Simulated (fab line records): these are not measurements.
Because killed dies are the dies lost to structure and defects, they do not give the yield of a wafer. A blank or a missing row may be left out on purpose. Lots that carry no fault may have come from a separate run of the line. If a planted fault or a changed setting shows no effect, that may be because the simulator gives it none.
What tool caused it? || flow gf180mcu || Sampling: 11 lots, 33 wafers, 4 of 602 route steps

WHAT THE GAUGES READ, wafer by wafer
GF_VT_IMPLANT_RS_MEAS_48: a four-point-probe measurement. Usual: LVPWELL_RS typically reads 1197 ohm/sq, with standard deviation 3.
{"lot": "L534", "measured": "day 7 20:03", "on": "film metro-03", "LVPWELL_RS (ohm/sq)": "1197 1199 1199", "flag": ""}
{"lot": "L535", "measured": "day 8 01:53", "on": "film metro-01", "LVPWELL_RS (ohm/sq)": "1198 1200 1200", "flag": ""}
{"lot": "L537", "measured": "day 8 16:14", "on": "film metro-04", "LVPWELL_RS (ohm/sq)": "1191 1194 1190", "flag": ""}
{"lot": "L541", "measured": "day 9 18:41", "on": "film metro-03", "LVPWELL_RS (ohm/sq)": "1196 1198 1194", "flag": ""}
{"lot": "L543", "measured": "day 10 09:22", "on": "film metro-04", "LVPWELL_RS (ohm/sq)": "1197 1193 1193", "flag": ""}
{"lot": "L544", "measured": "day 10 17:35", "on": "film metro-01", "LVPWELL_RS (ohm/sq)": "1196 1194 1197", "flag": ""}
{"lot": "L547", "measured": "day 11 11:54", "on": "film metro-04", "LVPWELL_RS (ohm/sq)": "1163 1166 1166 1165 1164 1166", "flag": "OFF"}
{"lot": "L548", "measured": "day 11 18:03", "on": "film metro-01", "LVPWELL_RS (ohm/sq)": "1169 1172 1173 1171 1169 1172", "flag": "OFF"}
{"lot": "L552", "measured": "day 12 22:54", "on": "film metro-04", "LVPWELL_RS (ohm/sq)": "1201 1199 1199", "flag": ""}
{"lot": "L554", "measured": "day 13 08:55", "on": "film metro-03", "LVPWELL_RS (ohm/sq)": "1195 1194 1194", "flag": ""}
{"lot": "L556", "measured": "day 14 01:26", "on": "film metro-04", "LVPWELL_RS (ohm/sq)": "1197 1198 1198", "flag": ""}

GF_VT_IMPLANT_RS_MEAS_49: a four-point-probe measurement. Usual: MVPSD_RS typically reads 1170.0 ohm/sq, with standard deviation 2.8.
{"lot": "L534", "measured": "day 7 20:10", "on": "film metro-03", "MVPSD_RS (ohm/sq)": "1171.9 1170.8 1172.0", "flag": ""}
{"lot": "L535", "measured": "day 8 02:00", "on": "film metro-01", "MVPSD_RS (ohm/sq)": "1167.1 1169.7 1172.2", "flag": ""}
{"lot": "L537", "measured": "day 8 16:21", "on": "film metro-04", "MVPSD_RS (ohm/sq)": "1171.8 1173.8 1174.7", "flag": ""}
{"lot": "L541", "measured": "day 9 18:49", "on": "film metro-03", "MVPSD_RS (ohm/sq)": "1169.6 1170.4 1171.5", "flag": ""}
{"lot": "L543", "measured": "day 10 09:29", "on": "film metro-04", "MVPSD_RS (ohm/sq)": "1164.6 1166.6 1166.8", "flag": ""}
{"lot": "L544", "measured": "day 10 17:43", "on": "film metro-01", "MVPSD_RS (ohm/sq)": "1168.7 1172.2 1169.8", "flag": ""}
{"lot": "L547", "measured": "day 11 16:55", "on": "film metro-04", "MVPSD_RS (ohm/sq)": "1165.5 1169.9 1169.8", "flag": ""}
{"lot": "L548", "measured": "day 11 20:39", "on": "film metro-01", "MVPSD_RS (ohm/sq)": "1167.7 1168.1 1169.0", "flag": ""}
{"lot": "L552", "measured": "day 12 23:01", "on": "film metro-04", "MVPSD_RS (ohm/sq)": "1170.9 1169.2 1172.7", "flag": ""}
{"lot": "L554", "measured": "day 13 09:02", "on": "film metro-03", "MVPSD_RS (ohm/sq)": "1174.2 1169.5 1170.4", "flag": ""}
{"lot": "L556", "measured": "day 14 01:33", "on": "film metro-04", "MVPSD_RS (ohm/sq)": "1173.4 1173.9 1173.1", "flag": ""}

EACH LOT AND THE TOOL THAT RAN IT (in order: tool; ch and the chambers of the sampled wafers; start)
{"lot": "L534", "GF_LVPWELL_IMPLANT_08": "implanter-02 ch 0, day 4 02:31", "GF_MVSD_STRIP_10": "plasma asher-04 ch 0,1, day 4 15:55"}
{"lot": "L535", "GF_LVPWELL_IMPLANT_08": "implanter-02 ch 0, day 4 07:44", "GF_MVSD_STRIP_10": "plasma asher-04 ch 0,1, day 4 21:34"}
{"lot": "L537", "GF_LVPWELL_IMPLANT_08": "implanter-02 ch 0, day 4 19:44", "GF_MVSD_STRIP_10": "plasma asher-01 ch 0,1, day 5 10:04"}
{"lot": "L541", "GF_LVPWELL_IMPLANT_08": "implanter-02 ch 0, day 5 18:37", "GF_MVSD_STRIP_10": "plasma asher-03 ch 0,1, day 6 10:02"}
{"lot": "L543", "GF_LVPWELL_IMPLANT_08": "implanter-01 ch 0, day 6 05:04", "GF_MVSD_STRIP_10": "plasma asher-03 ch 0,1, day 6 20:31"}
{"lot": "L544", "GF_LVPWELL_IMPLANT_08": "implanter-03 ch 0, day 6 11:19", "GF_MVSD_STRIP_10": "plasma asher-03 ch 0,1, day 7 03:16"}
{"lot": "L547", "GF_LVPWELL_IMPLANT_08": "implanter-03 ch 0, day 7 03:59", "GF_MVSD_STRIP_10": "plasma asher-04 ch 0,1, day 7 20:17"}
{"lot": "L548", "GF_LVPWELL_IMPLANT_08": "implanter-03 ch 0, day 7 09:28", "GF_MVSD_STRIP_10": "plasma asher-04 ch 0,1, day 8 01:24"}
{"lot": "L552", "GF_LVPWELL_IMPLANT_08": "implanter-01 ch 0, day 8 07:52", "GF_MVSD_STRIP_10": "plasma asher-04 ch 0,1, day 9 00:59"}
{"lot": "L554", "GF_LVPWELL_IMPLANT_08": "implanter-01 ch 0, day 8 17:24", "GF_MVSD_STRIP_10": "plasma asher-01 ch 0,1, day 9 10:34"}
{"lot": "L556", "GF_LVPWELL_IMPLANT_08": "implanter-02 ch 0, day 9 07:23", "GF_MVSD_STRIP_10": "plasma asher-01 ch 0, day 10 01:40"}
- GF_LVPWELL_IMPLANT_08
- GF_MVSD_STRIP_10: strips in O2/N2.

AS READ BY THE TOOLS THEMSELVES (means over the sampled wafers that have a number; for cases with no such wafer, the mark the record gives instead)
GF_LVPWELL_IMPLANT_08. Usual: dose ions cm2 1.4999e+13, standard deviation 1.8e+10; end station pressure torr 5.03e-06 Torr, standard deviation 2.5e-07; faraday current uA 84.9, standard deviation 1.7.
{"lot": "L534", "tool": "implanter-02", "dose ions cm2": 1.4988e+13, "end station pressure torr (Torr)": 4.98e-06, "faraday current uA": 85.5, "flag": ""}
{"lot": "L535", "tool": "implanter-02", "dose ions cm2": 1.4991e+13, "end station pressure torr (Torr)": 5.16e-06, "faraday current uA": 85.4, "flag": ""}
{"lot": "L537", "tool": "implanter-02", "dose ions cm2": 1.5011e+13, "end station pressure torr (Torr)": 5.14e-06, "faraday current uA": 85.3, "flag": ""}
{"lot": "L541", "tool": "implanter-02", "dose ions cm2": 1.4994e+13, "end station pressure torr (Torr)": 5.13e-06, "faraday current uA": 85.7, "flag": ""}
{"lot": "L543", "tool": "implanter-01", "dose ions cm2": 1.4992e+13, "end station pressure torr (Torr)": 4.84e-06, "faraday current uA": 84.3, "flag": ""}
{"lot": "L544", "tool": "implanter-03", "dose ions cm2": 1.4995e+13, "end station pressure torr (Torr)": 5.13e-06, "faraday current uA": 85.6, "flag": ""}
{"lot": "L547", "tool": "implanter-03", "dose ions cm2": 1.5721e+13, "end station pressure torr (Torr)": 4.91e-06, "faraday current uA": 89.6, "flag": "OFF"}
{"lot": "L548", "tool": "implanter-03", "dose ions cm2": 1.5720e+13, "end station pressure torr (Torr)": 4.75e-06, "faraday current uA": 89.3, "flag": "OFF"}
{"lot": "L552", "tool": "implanter-01", "dose ions cm2": 1.5004e+13, "end station pressure torr (Torr)": 5.11e-06, "faraday current uA": 86.0, "flag": ""}
{"lot": "L554", "tool": "implanter-01", "dose ions cm2": 1.5000e+13, "end station pressure torr (Torr)": 4.89e-06, "faraday current uA": 84.4, "flag": ""}
{"lot": "L556", "tool": "implanter-02", "dose ions cm2": 1.5016e+13, "end station pressure torr (Torr)": 4.87e-06, "faraday current uA": 86.3, "flag": ""}

GF_MVSD_STRIP_10. Usual: drypump motor current A 5.61 A, standard deviation 0.29; heater power w 332 W, standard deviation 28; oes product au 0.723 a.u., standard deviation 0.0041; platen temp c 249.97 C, standard deviation 0.18; strip time to endpoint s 37.04 s, standard deviation 0.1.
{"lot": "L534", "tool": "plasma asher-04", "drypump motor current A (A)": 5.29, "heater power w (W)": 318, "oes product au (a.u.)": 0.720, "platen temp c (C)": 250.11, "strip time to endpoint s (s)": 37.01, "flag": ""}
{"lot": "L535", "tool": "plasma asher-04", "drypump motor current A (A)": 5.29, "heater power w (W)": 311, "oes product au (a.u.)": 0.725, "platen temp c (C)": 249.84, "strip time to endpoint s (s)": 37.07, "flag": ""}
{"lot": "L537", "tool": "plasma asher-01", "drypump motor current A (A)": 5.86, "heater power w (W)": 315, "oes product au (a.u.)": 0.723, "platen temp c (C)": 249.76, "strip time to endpoint s (s)": 37.10, "flag": ""}
{"lot": "L541", "tool": "plasma asher-03", "drypump motor current A (A)": 5.69, "heater power w (W)": 345, "oes product au (a.u.)": 0.722, "platen temp c (C)": 250.14, "strip time to endpoint s (s)": 37.18, "flag": ""}
{"lot": "L543", "tool": "plasma asher-03", "drypump motor current A (A)": 5.82, "heater power w (W)": 367, "oes product au (a.u.)": 0.723, "platen temp c (C)": 249.75, "strip time to endpoint s (s)": 36.96, "flag": ""}
{"lot": "L544", "tool": "plasma asher-03", "drypump motor current A (A)": 5.66, "heater power w (W)": 347, "oes product au (a.u.)": 0.725, "platen temp c (C)": 250.24, "strip time to endpoint s (s)": 37.02, "flag": ""}
{"lot": "L547", "tool": "plasma asher-04", "drypump motor current A (A)": 5.27, "heater power w (W)": 321, "oes product au (a.u.)": 0.724, "platen temp c (C)": 250.07, "strip time to endpoint s (s)": 36.90, "flag": ""}
{"lot": "L548", "tool": "plasma asher-04", "drypump motor current A (A)": 5.26, "heater power w (W)": 321, "oes product au (a.u.)": 0.721, "platen temp c (C)": 249.97, "strip time to endpoint s (s)": 37.05, "flag": ""}
{"lot": "L552", "tool": "plasma asher-04", "drypump motor current A (A)": 5.29, "heater power w (W)": 318, "oes product au (a.u.)": 0.719, "platen temp c (C)": 250.19, "strip time to endpoint s (s)": 37.10, "flag": ""}
{"lot": "L554", "tool": "plasma asher-01", "drypump motor current A (A)": 5.73, "heater power w (W)": 306, "oes product au (a.u.)": 0.721, "platen temp c (C)": 250.11, "strip time to endpoint s (s)": 37.04, "flag": ""}
{"lot": "L556", "tool": "plasma asher-01", "drypump motor current A (A)": 6.03, "heater power w (W)": 317, "oes product au (a.u.)": 0.725, "platen temp c (C)": 250.20, "strip time to endpoint s (s)": 37.10, "flag": ""}

THE ANSWER, worked out from the rows above alone
Rule: a lot is off if the mean of its wafers that have a number lies more than 3 standard deviations from the usual mean. A lot without any number at a reading at which 4 lots or more have one is off too. Where the step has rows for the other lots, those lots are counted as sound. The gauges are gone through in route order, then the tools' own readings, and for those a lot's mean is taken as printed above. The first step at which some lot is off is used, and at that step the reading that is off furthest; a lot without a number counts as furthest.
Off: L547, L548, seen at GF_VT_IMPLANT_RS_MEAS_48 (LVPWELL_RS).
A tool fits if, at a process step before that reading, it ran every lot that is off, and no sound lot after the first of them. Not tried: the gauges at GF_VT_IMPLANT_RS_MEAS_48; whatever is off there is also off at GF_LVPWELL_IMPLANT_08, on other tools, and gauge error can't account for it. One fits: implanter-03 at GF_LVPWELL_IMPLANT_08. Its last sound lot is L544 (day 6 11:19), its first lot that is off L547 (day 7 03:59): a fault that began between those two fits.
The tool's own readings at GF_LVPWELL_IMPLANT_08 bear it out: on the lots that are off they differ by more than 5 times the standard deviation of the sound lots' means. dose ions cm2 reads 1.5720e+13 there against 1.4999e+13 on the sound lots; faraday current uA reads 89.4 there against 85.4 on the sound lots.

WHAT THE SIMULATOR HAD PUT IN
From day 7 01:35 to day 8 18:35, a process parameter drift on implanter-03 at GF_LVPWELL_IMPLANT_08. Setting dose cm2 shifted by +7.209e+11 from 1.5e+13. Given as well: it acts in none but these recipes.
Shown lots that were struck: L547, L548. The rule above found the same.
